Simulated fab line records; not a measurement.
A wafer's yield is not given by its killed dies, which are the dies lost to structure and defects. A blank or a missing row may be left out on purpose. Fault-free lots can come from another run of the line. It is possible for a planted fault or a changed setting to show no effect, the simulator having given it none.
Comparing a struck lot with a sound one | flow gf180mcu | 13 steps out of a route of 602
Sound: these wafers, L189.1, L189.2, L189.3. The struck wafers were L188.1, L188.2, L188.6. The cause is given at the end.
Each step with rows lists, per side, the tool, then ch with its chambers, then its first start. Under that, the readings that differ: sound wafers | struck wafers | difference of the means | sigmas: that difference in standard deviations of wafers without a fault.
alike: readings whose means differ by less than 2 such deviations, and words and numbers that are the same on both sides. not compared: withheld readings, readings that some wafer has no value for, bounds like >300 that may hide the same value, and numbers for which the record gives no deviation and whose values overlap.
The two part at a step that has a row with sigmas, a row that says differs or no value, or rows on one side only. Non-overlapping numbers with no deviation appear without sigmas and do not part them. A reading that every wafer of one side lacks parts them only if that side has two wafers or more.

GF_V1_CD_MEAS_14: target cd 260 nm.
  sound: cdSem-02 at day 25 01:55; struck: cdSem-01 at day 25 03:04
  alike: cdNm
GF_V1_OVL_MEAS_15:
  sound: overlay-02 at day 25 02:02; struck: overlay-02 at day 25 03:11
  alike: V1_OVL
GF_V1_ETCH_16: etches BARC in N2/H2.
  sound on rieDiel-01 ch 0,2,3, day 25 02:05; struck on rieDiel-02 ch 2,3, day 25 03:13
  alike: chamberPressureMTorr, drypumpMotorCurrentA, n2FlowSccm, oesProductAu, throttleValvePct
GF_V1_ETCH_17: etches SiO2 in C4F8/O2/Ar, stops on TiN, target depth 630 nm.
  sound: rieDiel-01 ch 0,2,3; struck: rieDiel-02 ch 2,3
  alike: chamberPressureMTorr, oesProductAu
GF_V1_STRIP_18: strips in O2/N2.
  sound on plasmaAsher-03 ch 0,1, day 25 02:13; struck on plasmaAsher-04 ch 0,1, day 25 03:20
reading             | sound             | struck            | difference | sigmas
oesProductAu (a.u.) | 0.593 0.590 0.583 | 0.595 0.593 0.605 | +0.009     | +2
  alike: chamberPressureMTorr, drypumpMotorCurrentA, heaterPowerW, n2FlowSccm
  not compared: rfHoursCounterH
then, 3 steps without rows for these wafers: GF_V1_STRIP_19 (strips in post etch residue remover, time 1200 s); GF_V1_CLEAN_20 (cleans in DIW); GF_V1_SPUTTER_21 (material Ti, target thk 15 nm, time 80.02 s).
GF_V1_SPUTTER_22: material TiN, target thk 10 nm, time 40 s.
  sound: pvdSputter-02 at day 25 02:50; struck: pvdSputter-01 at day 25 03:57
  alike: throttleValvePct
GF_V1_CVD_23: deposits W, target thk 350 nm, time 105.05 s.
  sound on cvdW-01 ch 0,1, day 25 02:52; struck on cvdW-02 ch 0,1, day 25 03:59
  alike: heaterPowerW
GF_V1_RS_MEAS_24: the measuring method here is four-point-probe.
  sound: filmMetro-02 at day 25 02:59; struck: filmMetro-01 at day 25 04:07
  alike: V1_W_RS
GF_V1_THK_MEAS_25: measures by xrf.
  sound: filmMetro-02 at day 25 03:06; struck: filmMetro-01 at day 25 04:14
  alike: V1_W_THK
GF_V1_CMP_26: polishes, stops on SiO2, t overpolish 15 s, target thk 0 nm.
  sound on cmp-01 ch 0,1,2, day 25 03:13; struck on cmp-02 ch 1,2, day 25 04:17
reading             | sound                | struck            | difference | sigmas
overpolishRunS (s)  | 14.994 14.997 14.995 | 0.046 0.057 0.040 | -14.948    | -99 or more
timeToEndpointS (s) | 89.2 85.7 88.1       | 126.6 127.9 128.0 | +39.8      | +13
  alike: motorCurrentA, retainingRingPressureFrac

== WHERE THEY PART ==
At GF_V1_STRIP_18 first; at GF_V1_CMP_26 last (within this record only).

WHY: whatever the simulator had introduced
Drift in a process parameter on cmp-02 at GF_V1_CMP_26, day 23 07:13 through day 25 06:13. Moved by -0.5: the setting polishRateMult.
